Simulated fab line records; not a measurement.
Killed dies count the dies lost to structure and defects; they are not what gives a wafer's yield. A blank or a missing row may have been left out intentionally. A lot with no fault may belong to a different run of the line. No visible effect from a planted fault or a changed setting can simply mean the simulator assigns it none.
What tool caused it? / flow sky130 / 11 lots with 33 wafers sampled at 6 steps, on a route of 708 steps

== WHAT EACH GAUGE READ, for each wafer ==
SKY_POLY_GATE_THK_MEAS_21. Usual: POLY_GATE_OXIDATION_THK 4.08 nm, standard deviation 0.077.
lot=L681; measured=day 16 23:43; on=film-metro-04; POLY_GATE_OXIDATION_THK (nm)=4.02 3.97 4.01; flag=
lot=L683; measured=day 17 12:04; on=film-metro-04; POLY_GATE_OXIDATION_THK (nm)=4.09 4.09 4.06; flag=
lot=L684; measured=day 18 01:53; on=film-metro-01; POLY_GATE_OXIDATION_THK (nm)=4.17 4.07 4.10; flag=
lot=L686; measured=day 18 16:36; on=film-metro-04; POLY_GATE_OXIDATION_THK (nm)=4.22 4.19 4.22; flag=
lot=L689; measured=day 19 23:47; on=film-metro-01; POLY_GATE_OXIDATION_THK (nm)=4.10 4.19 4.17; flag=
lot=L693; measured=day 21 10:51; on=film-metro-01; POLY_GATE_OXIDATION_THK (nm)=3.99 4.04 4.01; flag=
lot=L694; measured=day 21 12:30; on=film-metro-03; POLY_GATE_OXIDATION_THK (nm)=3.98 4.10 4.13; flag=
lot=L698; measured=day 23 09:32; on=film-metro-03; POLY_GATE_OXIDATION_THK (nm)=4.16 4.16 4.13; flag=
lot=L700; measured=day 24 00:00; on=film-metro-01; POLY_GATE_OXIDATION_THK (nm)=3.93 4.01 3.86; flag=
lot=L701; measured=day 24 21:52; on=film-metro-01; POLY_GATE_OXIDATION_THK (nm)=4.12 4.13 4.14; flag=
lot=L703; measured=day 25 18:19; on=film-metro-03; POLY_GATE_OXIDATION_THK (nm)=4.10 4.09 4.03; flag=

SKY_SD_P_TW_MEAS_11. Usual: SD_P_TW 2833, standard deviation 45.
lot=L681; measured=day 26 05:03; on=film-metro-04; SD_P_TW=2854 2870 2827; flag=
lot=L683; measured=day 26 09:59; on=film-metro-03; SD_P_TW=2798 2788 2774; flag=
lot=L684; measured=day 26 23:55; on=film-metro-04; SD_P_TW=2830 2849 2847; flag=
lot=L686; measured=day 27 12:30; on=film-metro-03; SD_P_TW=2791 2778 2782; flag=
lot=L689; measured=day 28 18:34; on=film-metro-04; SD_P_TW=3127 3143 3122; flag=OFF
lot=L693; measured=day 30 07:00; on=film-metro-04; SD_P_TW=2839 2819 2828; flag=
lot=L694; measured=day 30 07:38; on=film-metro-01; SD_P_TW=3197 3187 3182; flag=OFF
lot=L698; measured=day 31 20:20; on=film-metro-01; SD_P_TW=2874 2879 2881; flag=
lot=L700; measured=day 32 14:52; on=film-metro-04; SD_P_TW=2844 2852 2849; flag=
lot=L701; measured=day 33 07:03; on=film-metro-01; SD_P_TW=2868 2879 2872; flag=
lot=L703; measured=day 34 01:16; on=film-metro-01; SD_P_TW=2879 2884 2882; flag=

SKY_SD_N_RS_MEAS_17: measures by four-point-probe. Usual: SD_P_RS 147.0 ohm/sq, standard deviation 0.4.
lot=L681; measured=day 28 15:37; on=film-metro-04; SD_P_RS (ohm/sq)=147.1 147.5 146.9; flag=
lot=L683; measured=day 28 19:41; on=film-metro-04; SD_P_RS (ohm/sq)=146.9 146.6 146.5; flag=
lot=L684; measured=day 29 09:29; on=film-metro-04; SD_P_RS (ohm/sq)=146.0 146.3 146.2; flag=
lot=L686; measured=day 29 22:35; on=film-metro-03; SD_P_RS (ohm/sq)=146.6 147.2 146.8; flag=
lot=L689; measured=day 31 02:38; on=film-metro-03; SD_P_RS (ohm/sq)=137.9 138.1 137.9; flag=OFF
lot=L693; measured=day 32 14:46; on=film-metro-03; SD_P_RS (ohm/sq)=147.1 147.7 147.0; flag=
lot=L694; measured=day 32 15:05; on=film-metro-01; SD_P_RS (ohm/sq)=138.1 138.3 137.7; flag=OFF
lot=L698; measured=day 34 03:06; on=film-metro-03; SD_P_RS (ohm/sq)=146.9 146.7 146.8; flag=
lot=L700; measured=day 34 20:55; on=film-metro-01; SD_P_RS (ohm/sq)=147.2 147.6 147.5; flag=
lot=L701; measured=day 35 11:36; on=film-metro-03; SD_P_RS (ohm/sq)=147.4 147.7 147.3; flag=
lot=L703; measured=day 36 05:11; on=film-metro-03; SD_P_RS (ohm/sq)=147.3 147.1 147.6; flag=

SKY_LI_CONTACT_OVL_MEAS_13. Usual: LI_CONTACT_OVL -1 nm, standard deviation 4.9.
lot=L681; measured=day 29 20:55; on=overlay-02; LI_CONTACT_OVL (nm)=-5 -7 2; flag=
lot=L683; measured=day 30 00:40; on=overlay-01; LI_CONTACT_OVL (nm)=6 -5 -7; flag=
lot=L684; measured=day 30 13:55; on=overlay-02; LI_CONTACT_OVL (nm)=7 7 5; flag=
lot=L686; measured=day 31 03:16; on=overlay-02; LI_CONTACT_OVL (nm)=-8 -13 -7; flag=
lot=L689; measured=day 32 07:13; on=overlay-02; LI_CONTACT_OVL (nm)=9 -7 2; flag=
lot=L693; measured=day 33 18:52; on=overlay-01; LI_CONTACT_OVL (nm)=-9 -7 -7; flag=
lot=L694; measured=day 33 19:07; on=overlay-01; LI_CONTACT_OVL (nm)=-3 -4 2; flag=
lot=L698; measured=day 35 05:51; on=overlay-02; LI_CONTACT_OVL (nm)=0 -3 3; flag=
lot=L700; measured=day 35 23:52; on=overlay-02; LI_CONTACT_OVL (nm)=5 2 5; flag=
lot=L701; measured=day 36 14:36; on=overlay-01; LI_CONTACT_OVL (nm)=1 0 5; flag=
lot=L703; measured=day 37 07:55; on=overlay-01; LI_CONTACT_OVL (nm)=-9 -4 -1; flag=

== WHICH TOOL RAN EACH LOT (tool, then ch and the chambers of the sampled wafers, then the start) ==
lot=L681; SKY_SD_P_IMPLANT_09=implanter-03 ch 0, day 26 04:49; SKY_SD_P_STRIP_10=plasma-asher-03 ch 0,1, day 26 04:56
lot=L683; SKY_SD_P_IMPLANT_09=implanter-01 ch 0, day 26 09:44; SKY_SD_P_STRIP_10=plasma-asher-03 ch 0,1, day 26 09:53
lot=L684; SKY_SD_P_IMPLANT_09=implanter-01 ch 0, day 26 23:41; SKY_SD_P_STRIP_10=plasma-asher-04 ch 0,1, day 26 23:49
lot=L686; SKY_SD_P_IMPLANT_09=implanter-03 ch 0, day 27 12:15; SKY_SD_P_STRIP_10=plasma-asher-01 ch 0,1, day 27 12:24
lot=L689; SKY_SD_P_IMPLANT_09=implanter-03 ch 0, day 28 17:56; SKY_SD_P_STRIP_10=plasma-asher-04 ch 0,1, day 28 18:25
lot=L693; SKY_SD_P_IMPLANT_09=implanter-02 ch 0, day 30 06:46; SKY_SD_P_STRIP_10=plasma-asher-04 ch 0,1, day 30 06:53
lot=L694; SKY_SD_P_IMPLANT_09=implanter-03 ch 0, day 30 07:05; SKY_SD_P_STRIP_10=plasma-asher-03 ch 0,1, day 30 07:32
lot=L698; SKY_SD_P_IMPLANT_09=implanter-01 ch 0, day 31 20:05; SKY_SD_P_STRIP_10=plasma-asher-04 ch 0,1, day 31 20:14
lot=L700; SKY_SD_P_IMPLANT_09=implanter-01 ch 0, day 32 14:39; SKY_SD_P_STRIP_10=plasma-asher-01 ch 0,1, day 32 14:47
lot=L701; SKY_SD_P_IMPLANT_09=implanter-02 ch 0, day 33 06:48; SKY_SD_P_STRIP_10=plasma-asher-04 ch 0,1, day 33 06:57
lot=L703; SKY_SD_P_IMPLANT_09=implanter-02 ch 0, day 34 01:02; SKY_SD_P_STRIP_10=plasma-asher-01 ch 0,1, day 34 01:10
- SKY_SD_P_IMPLANT_09
- SKY_SD_P_STRIP_10: strips in O2/N2.

== AS READ BY THE TOOLS THEMSELVES (means over the sampled wafers that have a number; for cases with no such wafer, the mark the record gives instead) ==
SKY_SD_P_STRIP_10. Usual: drypump-motor-current-A 5.5 A, standard deviation 0.49; oes-product-au 0.618 a.u., standard deviation 0.0046; strip-time-to-endpoint-s 17.49 s, standard deviation 0.056.
lot=L681; tool=plasma-asher-03; drypump-motor-current-A (A)=5.5; oes-product-au (a.u.)=0.617; strip-time-to-endpoint-s (s)=17.46; flag=
lot=L683; tool=plasma-asher-03; drypump-motor-current-A (A)=5.8; oes-product-au (a.u.)=0.618; strip-time-to-endpoint-s (s)=17.56; flag=
lot=L684; tool=plasma-asher-04; drypump-motor-current-A (A)=5.1; oes-product-au (a.u.)=0.618; strip-time-to-endpoint-s (s)=17.43; flag=
lot=L686; tool=plasma-asher-01; drypump-motor-current-A (A)=6.1; oes-product-au (a.u.)=0.615; strip-time-to-endpoint-s (s)=17.47; flag=
lot=L689; tool=plasma-asher-04; drypump-motor-current-A (A)=5.1; oes-product-au (a.u.)=0.587; strip-time-to-endpoint-s (s)=18.96; flag=OFF
lot=L693; tool=plasma-asher-04; drypump-motor-current-A (A)=5.1; oes-product-au (a.u.)=0.616; strip-time-to-endpoint-s (s)=17.52; flag=
lot=L694; tool=plasma-asher-03; drypump-motor-current-A (A)=5.8; oes-product-au (a.u.)=0.587; strip-time-to-endpoint-s (s)=18.90; flag=OFF
lot=L698; tool=plasma-asher-04; drypump-motor-current-A (A)=5.1; oes-product-au (a.u.)=0.619; strip-time-to-endpoint-s (s)=17.50; flag=
lot=L700; tool=plasma-asher-01; drypump-motor-current-A (A)=5.9; oes-product-au (a.u.)=0.615; strip-time-to-endpoint-s (s)=17.44; flag=
lot=L701; tool=plasma-asher-04; drypump-motor-current-A (A)=5.1; oes-product-au (a.u.)=0.619; strip-time-to-endpoint-s (s)=17.43; flag=
lot=L703; tool=plasma-asher-01; drypump-motor-current-A (A)=6.1; oes-product-au (a.u.)=0.624; strip-time-to-endpoint-s (s)=17.57; flag=

== THE ANSWER, worked out from the rows above alone ==
Rule: a lot counts as off when the mean over its wafers that have a number is more than 3 standard deviations away from the usual mean. Also off: a lot with no number at a reading for which 4 or more lots have one. The other lots that the step has rows for count as sound. The gauges are gone through in route order, then the tools' own readings, and for those a lot's mean is taken as printed above. The first step at which some lot is off is used, and at that step the reading that is off furthest; a lot without a number counts as furthest.
Off: L689, L694, at SKY_SD_P_TW_MEAS_11 (SD_P_TW).
A tool fits if, at a process step before that reading, it ran every lot that is off, and no sound lot after the first of them. The gauges at SKY_SD_P_TW_MEAS_11 aren't tried: what is off there is off at SKY_SD_P_STRIP_10 too, on other tools, and a gauge's error can't cause that. One fits: SKY_SD_P_IMPLANT_09 on implanter-03. Its last sound lot is L686 (day 27 12:15), its first lot that is off L689 (day 28 17:56): a fault that began between those two fits.

== WHAT THE SIMULATOR HAD PUT IN ==
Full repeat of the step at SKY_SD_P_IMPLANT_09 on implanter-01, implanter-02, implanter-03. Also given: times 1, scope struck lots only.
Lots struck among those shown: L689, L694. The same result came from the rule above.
